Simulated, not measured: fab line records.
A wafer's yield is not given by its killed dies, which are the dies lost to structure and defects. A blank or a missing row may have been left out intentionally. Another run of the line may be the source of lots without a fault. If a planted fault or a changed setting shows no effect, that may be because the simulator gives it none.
Matching of chambers -- flow gf180mcu -- cmp-02 running GF_V4_CMP_26: 4 sister chambers
The step polishes, stops on SiO2, t overpolish 15 s, target thk 0 nm. 8 wafers are shown with their chamber, then 12 later ones without.

WAFERS, EACH WITH ITS CHAMBER
wafer,chamber,motor-current-A (A),time-to-endpoint-s (s)
L088.5,2,12.7,86.0
L089.1,2,12.8,83.1
L090.2,1,9.7,84.7
L090.3,3,11.2,87.8
L090.5,1,8.5,87.4
L091.1,3,10.5,87.4
L091.4,0,9.1,86.0
L091.5,0,9.7,84.4

WAFERS WHOSE CHAMBER IS MISSING
wafer,motor-current-A (A),time-to-endpoint-s (s)
L092.1,9.9,91.8
L092.2,12.3,85.7
L092.3,11.5,86.2
L093.2,11.1,84.6
L093.4,9.4,88.4
L093.5,9.4,85.1
L094.1,12.8,80.6
L094.4,10.0,83.4
L094.6,12.4,80.9
L094.2,9.1,85.2
L094.3,11.0,84.9
L094.5,10.9,84.2

THE CHAMBER EACH PASSED THROUGH
wafer,from the rows above,in truth
L092.1,can't be placed: 3 or 1 or 0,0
L092.2,can't be placed: 2 or 3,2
L092.3,can't be placed: 3 or 2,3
L093.2,can't be placed: 3 or 2 or 0 or 1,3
L093.4,can't be placed: 1 or 0 or 3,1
L093.5,can't be placed: 0 or 1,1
L094.1,2,2
L094.4,can't be placed: 0 or 1 or 3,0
L094.6,2,2
L094.2,can't be placed: 0 or 1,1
L094.3,can't be placed: 3 or 0 or 2 or 1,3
L094.5,can't be placed: 3 or 0 or 2 or 1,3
Placed correctly: 2 of 12. Not placeable from these rows: 10 (in 10, the candidates include the true chamber). 0 placed wrongly.
How it was worked out, from the rows above alone: a wafer's distance from a chamber is the root of the sum, over the readings, of the square of ((its reading less the chamber's mean) divided by the reading's scatter). If the next closest chamber is less than 2 further off than the closest, the wafer can't be placed; otherwise it belongs to the closest. The mean given for a chamber averages the wafers shown for that chamber. The scatter: the root of (the sum of the squares of (reading less its chamber's mean) over the shown wafers, divided by (wafers less chambers)).
